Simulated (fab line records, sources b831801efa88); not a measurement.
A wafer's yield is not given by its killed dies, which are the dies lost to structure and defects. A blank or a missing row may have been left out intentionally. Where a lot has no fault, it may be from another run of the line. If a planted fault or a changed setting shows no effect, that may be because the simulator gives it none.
The tool behind it: which one?    flow gf180mcu    14 lots, 42 wafers sampled, at 5 steps of a route of 602

== WHAT EACH GAUGE READ, for each wafer ==
GF_DNWELL_TW_MEAS_09.
lot   measured     on             DNWELL_TW
L175  day 2 18:58  film_metro-03  1330 1330 1318
L176  day 2 22:37  film_metro-04  1354 1358 1357
L177  day 3 05:24  film_metro-02  1342 1359 1353
L178  day 3 12:51  film_metro-03  1312 1316 1316
L179  day 3 15:27  film_metro-04  1362 1370 1361
L180  day 3 20:18  film_metro-03  1321 1322 1322
L181  day 4 03:06  film_metro-02  1349 1344 1343
L182  day 4 06:50  film_metro-02  1340 1346 1350
L183  day 4 13:02  film_metro-03  1331 1326 1327
L190  day 6 05:15  film_metro-02  1356 1353 1360
L191  day 6 11:17  film_metro-02  1361 1359 1359
L195  day 7 07:20  film_metro-04  1342 1348 1345
L196  day 7 12:46  film_metro-02  1352 1352 1353
L197  day 7 15:57  film_metro-03  1318 1319 1318

GF_NWELL_TW_MEAS_11.
lot   measured     on             NWELL_TW
L175  day 3 08:28  film_metro-04  1589 1584 1583
L176  day 3 12:04  film_metro-03  1542 1539 1548
L177  day 3 19:20  film_metro-04  1575 1576 1577
L178  day 4 02:26  film_metro-04  1582 1589 1600
L179  day 4 05:02  film_metro-01  1556 1562 1559
L180  day 4 09:53  film_metro-03  1539 1542 1530
L181  day 4 16:53  film_metro-01  1568 1555 1573
L182  day 4 20:47  film_metro-03  1541 1535 1533
L183  day 5 02:56  film_metro-01  1565 1572 1563
L190  day 6 20:31  film_metro-03  1540 1538 1537
L191  day 7 02:59  film_metro-01  1579 1579 1575
L195  day 7 23:07  film_metro-03  1540 1534 1534
L196  day 8 04:29  film_metro-03  1540 1532 1534
L197  day 8 07:52  film_metro-01  1564 1569 1564

GF_MVSD_OVL_MEAS_07.
lot   measured     on          MVSD_OVL (nm)
L175  day 4 10:25  overlay-01  -2.1 0.8 1.7
L176  day 4 14:46  overlay-01  0.7 1.9 1.0
L177  day 4 22:23  overlay-02  1.3 4.0 1.4
L178  day 5 05:41  overlay-01  0.8 0.1 1.9
L179  day 5 08:04  overlay-01  1.0 1.0 1.8
L180  day 5 13:33  overlay-01  1.8 1.6 1.3
L181  day 5 20:23  overlay-01  2.3 2.1 0.8
L182  day 6 00:26  overlay-01  2.7 1.7 4.2
L183  day 6 07:12  overlay-02  -0.6 2.2 2.2
L190  day 8 03:45  overlay-02  -1.9 1.3 1.9
L191  day 8 10:21  overlay-01  0.6 1.0 2.2
L195  day 9 08:23  overlay-01  1.8 1.2 1.4
L196  day 9 13:27  overlay-02  1.0 0.2 1.3
L197  day 9 18:11  overlay-02  0.8 2.8 3.1

GF_HV_LDD_TW_MEAS_50.
lot   measured      on             HV_LDD_4_TW
L175  day 12 05:31  film_metro-03  557 559 560
L176  day 12 07:41  film_metro-03  559 560 558
L177  day 12 20:00  film_metro-03  558 556 558
L178  day 13 07:57  film_metro-04  575 575 572
L179  day 13 13:57  film_metro-04  570 573 574
L180  day 13 20:05  film_metro-03  558 560 560
L181  day 14 08:05  film_metro-03  557 559 553
L182  day 14 14:21  film_metro-03  557 556 561
L183  day 14 20:45  film_metro-03  555 558 555
L190  day 17 15:34  film_metro-03  528 526 524
L191  day 18 03:49  film_metro-03  527 529 529
L195  day 19 09:43  film_metro-03  552 553 554
L196  day 19 15:58  film_metro-01  568 565 567
L197  day 19 20:47  film_metro-01  566 564 567

== TOOL THAT RAN EACH LOT (tool first, then ch and the chambers of the sampled wafers, then the start) ==
lot   GF_HV_LDD_IMPLANT_48
L175  implanter-03 ch 0, day 12 05:19
L176  implanter-02 ch 0, day 12 07:28
L177  implanter-02 ch 0, day 12 19:45
L178  implanter-03 ch 0, day 13 07:42
L179  implanter-01 ch 0, day 13 13:42
L180  implanter-02 ch 0, day 13 19:50
L181  implanter-02 ch 0, day 14 07:50
L182  implanter-02 ch 0, day 14 14:06
L183  implanter-01 ch 0, day 14 20:30
L190  implanter-01 ch 0, day 17 15:21
L191  implanter-01 ch 0, day 18 03:35
L195  implanter-02 ch 0, day 19 09:28
L196  implanter-03 ch 0, day 19 15:45
L197  implanter-02 ch 0, day 19 20:32
- GF_HV_LDD_IMPLANT_48

== AS READ BY THE TOOLS THEMSELVES (means over the sampled wafers that have a number; for cases with no such wafer, the mark the record gives instead) ==
GF_HV_LDD_IMPLANT_48.
lot   tool          beam_energy_keV
L175  implanter-03  25.005
L176  implanter-02  25.002
L177  implanter-02  25.008
L178  implanter-03  25.009
L179  implanter-01  25.005
L180  implanter-02  25.005
L181  implanter-02  24.993
L182  implanter-02  25.005
L183  implanter-01  25.001
L190  implanter-01  19.558
L191  implanter-01  19.569
L195  implanter-02  25.004
L196  implanter-03  25.001
L197  implanter-02  24.992

== THE ANSWER, worked out from the rows above alone ==
Rule: the lots themselves supply what counts as usual. The widest of any qualifying gaps counts: lots, ordered by their means at a reading, are off when they make up no more than a third of the lots, leave a main group of 4 or more, and stand apart from it by 3 or more times the standard deviation of that group's means. A main group whose means are all the same, to the digits that the tables above print for the reading, isn't used. A lot without any number at a reading at which 4 lots or more have one is off too. The other lots that the step has rows for count as sound. After the gauges, taken in route order, come the tools' own readings; for these a lot's mean is taken, as printed above. The first step at which some lot is off is used, and at that step the reading that is off furthest; a lot without a number counts as furthest.
Off: at GF_HV_LDD_TW_MEAS_50 (HV_LDD_4_TW), L190, L191. Main group: mean 561, sd 6.4.
If a tool, at a process step before that reading, ran all the lots that are off and no sound lot after the first of them, it fits. The gauges at GF_HV_LDD_TW_MEAS_50 aren't tried: what is off there is off at GF_HV_LDD_IMPLANT_48 too, on other tools, and a gauge's error can't cause that. One fits: implanter-01 at GF_HV_LDD_IMPLANT_48. Its last sound lot is L183 (day 14 20:30), its first lot that is off L190 (day 17 15:21): a fault that began between those two fits.
The tool's own readings at GF_HV_LDD_IMPLANT_48 bear it out: on the lots that are off they differ by more than 5 times the standard deviation of the sound lots' means. beam_energy_keV reads 19.563 there against 25.003 on the sound lots.

== WHAT THE SIMULATOR PUT IN ==
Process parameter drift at GF_HV_LDD_IMPLANT_48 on implanter-01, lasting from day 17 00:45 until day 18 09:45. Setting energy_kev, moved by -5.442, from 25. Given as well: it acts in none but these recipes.
Lots struck among those shown: L190, L191. Same finding as the rule above.
